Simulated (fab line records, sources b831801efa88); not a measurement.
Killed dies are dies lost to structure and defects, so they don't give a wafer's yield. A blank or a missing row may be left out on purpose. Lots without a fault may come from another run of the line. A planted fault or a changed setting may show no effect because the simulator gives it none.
Which tool did it? | flow gf180mcu | 12 lots, 36 wafers sampled, at 5 steps of a route of 602

WHAT THE GAUGES READ, wafer by wafer
GF_POLY_GATE_OVL_MEAS_11.
lot  | measured     | on         | POLY_GATE_OVL (nm)
L981 | day 9 11:37  | overlay-01 | -11 -12 -8
L982 | day 9 16:01  | overlay-02 | 8 -6 -2
L983 | day 10 03:52 | overlay-01 | -1 -9 -6
L992 | day 13 08:43 | overlay-01 | 10 -4 3
L993 | day 13 08:50 | overlay-02 | 11 4 0
L994 | day 13 14:58 | overlay-02 | 2 -6 2
L995 | day 13 21:58 | overlay-01 | 4 2 4
L997 | day 14 06:14 | overlay-02 | -10 -11 -4
L998 | day 14 14:34 | overlay-01 | 2 2 4
L999 | day 14 23:37 | overlay-01 | 2 7 4
L102 | day 15 18:34 | overlay-01 | -10 1 -2
L103 | day 16 06:43 | overlay-02 | -1 6 1

GF_HV_LDD_OVL_MEAS_20.
lot  | measured     | on         | HV_LDD_01_OVL (nm)
L981 | day 11 01:59 | overlay-02 | 1.1 -1.1 -1.7
L982 | day 11 06:22 | overlay-02 | 0.7 1.0 -0.7
L983 | day 11 21:43 | overlay-01 | 1.9 1.1 -0.2
L992 | day 15 03:47 | overlay-02 | 1.0 -0.1 -0.3
L993 | day 15 04:40 | overlay-01 | 0.6 0.0 -0.8
L994 | day 15 11:51 | overlay-01 | 0.1 1.1 0.8
L995 | day 15 19:13 | overlay-01 | -1.8 -1.5 -2.6
L997 | day 16 04:05 | overlay-02 | -1.1 -1.3 -0.1
L998 | day 16 12:01 | overlay-02 | -0.7 -1.9 -0.7
L999 | day 16 20:14 | overlay-02 | 0.9 0.6 -0.3
L102 | day 17 17:32 | overlay-01 | 0.2 2.0 1.6
L103 | day 18 14:28 | overlay-02 | 1.5 0.6 0.2

GF_HV_LDD_CD_MEAS_46: target cd 400 nm.
lot  | measured     | on        | cd_nm (nm)
L981 | day 12 17:20 | cd_sem-01 | 402.1 400.7 401.6
L982 | day 12 20:41 | cd_sem-01 | 398.0 399.0 397.8
L983 | day 13 12:57 | cd_sem-02 | 396.4 394.5 394.7
L992 | day 17 01:50 | cd_sem-01 | 398.9 479.0 399.3
L993 | day 17 02:50 | cd_sem-02 | 400.6 399.8 400.2
L994 | day 17 08:34 | cd_sem-01 | 397.8 479.1 397.4
L995 | day 17 17:07 | cd_sem-02 | 402.9 400.8 403.3
L997 | day 18 02:34 | cd_sem-02 | 398.0 399.2 396.4
L998 | day 18 13:16 | cd_sem-01 | 400.0 397.8 401.6
L999 | day 18 19:11 | cd_sem-01 | 401.9 399.7 399.7
L102 | day 19 18:27 | cd_sem-01 | 397.3 398.9 399.4
L103 | day 20 15:51 | cd_sem-02 | 399.5 397.8 397.4

WHICH TOOL RAN EACH LOT (tool, then ch and the chambers of the sampled wafers, then the start)
lot  | GF_POLY_GATE_STRIP_14                | GF_HV_LDD_COAT_41
L981 | plasma_asher-03 ch 0,1, day 9 11:47  | litho_track-01 ch 0, day 12 07:57
L982 | plasma_asher-03 ch 0,1, day 9 16:10  | litho_track-01 ch 0, day 12 11:03
L983 | plasma_asher-01 ch 0,1, day 10 04:00 | litho_track-03 ch 0, day 13 02:50
L992 | plasma_asher-04 ch 0,1, day 13 08:53 | litho_track-03 ch 0, day 16 13:50
L993 | plasma_asher-04 ch 0,1, day 13 08:58 | litho_track-01 ch 0, day 16 14:38
L994 | plasma_asher-01 ch 0,1, day 13 15:06 | litho_track-03 ch 0, day 16 21:02
L995 | plasma_asher-03 ch 0,1, day 13 22:06 | litho_track-01 ch 0, day 17 06:09
L997 | plasma_asher-01 ch 0,1, day 14 06:22 | litho_track-02 ch 0, day 17 14:35
L998 | plasma_asher-04 ch 0,1, day 14 14:43 | litho_track-02 ch 0, day 17 22:31
L999 | plasma_asher-03 ch 0,1, day 14 23:46 | litho_track-01 ch 0, day 18 07:54
L102 | plasma_asher-03 ch 0,1, day 15 18:43 | litho_track-01 ch 0, day 19 06:33
L103 | plasma_asher-04 ch 0,1, day 16 06:52 | litho_track-02 ch 0, day 20 02:43
- GF_POLY_GATE_STRIP_14: strips in O2/N2.
- GF_HV_LDD_COAT_41: resist thk 1000 nm.

WHAT THE TOOLS THEMSELVES READ (means of the sampled wafers that have a number; where no wafer has one, the mark that the record gives instead)
GF_POLY_GATE_STRIP_14.
lot  | tool            | drypump_motor_current_A (A) | heater_power_w (W) | o2_flow_sccm (sccm) | oes_product_au (a.u.)
L981 | plasma_asher-03 | 5.6                         | 370                | 2998                | 0.506
L982 | plasma_asher-03 | 5.6                         | 400                | 2998                | 0.500
L983 | plasma_asher-01 | 5.1                         | 306                | 2998                | 0.504
L992 | plasma_asher-04 | 5.6                         | 307                | 3000                | 0.504
L993 | plasma_asher-04 | 5.2                         | 306                | 2995                | 0.504
L994 | plasma_asher-01 | 5.1                         | 304                | 3002                | 0.503
L995 | plasma_asher-03 | 5.6                         | 400                | 3000                | 0.507
L997 | plasma_asher-01 | 5.4                         | 280                | 3003                | 0.497
L998 | plasma_asher-04 | 5.6                         | 309                | 3005                | 0.509
L999 | plasma_asher-03 | 5.6                         | 367                | 2995                | 0.506
L102 | plasma_asher-03 | 5.5                         | 367                | 3003                | 0.508
L103 | plasma_asher-04 | 5.7                         | 305                | 3005                | 0.502

THE ANSWER, worked out from the rows above alone
Rule: what is usual is taken from the lots themselves. Put in order of their means at a reading, lots are off if they are a third of the lots or fewer, leave a main group of 4 or more, and stand apart from it by a gap of 3 or more times the standard deviation of the main group's means; of several such gaps the widest counts. A main group whose means are all the same, to the digits that the tables above print for the reading, isn't used. A lot without any number at a reading at which 4 lots or more have one is off too. The other lots that the step has rows for count as sound. The gauges are gone through in route order, then the tools' own readings, and for those a lot's mean is taken as printed above. The first step at which some lot is off is used, and at that step the reading that is off furthest; a lot without a number counts as furthest.
Off: L992, L994, at GF_HV_LDD_CD_MEAS_46 (cd_nm). The main group: mean 399.2 nm, standard deviation 1.9.
A tool fits if, at a process step before that reading, it ran every lot that is off, and no sound lot after the first of them. The gauges at GF_HV_LDD_CD_MEAS_46 are tried like those tools. One fits: litho_track-03 at GF_HV_LDD_COAT_41. Its last sound lot is L983 (day 13 02:50), its first lot that is off L992 (day 16 13:50): a fault that began between those two fits.

WHAT THE SIMULATOR HAD PUT IN
Process parameter drift: litho_track-03, from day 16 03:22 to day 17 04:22, at GF_HV_LDD_COAT_41. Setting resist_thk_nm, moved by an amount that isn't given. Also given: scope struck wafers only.
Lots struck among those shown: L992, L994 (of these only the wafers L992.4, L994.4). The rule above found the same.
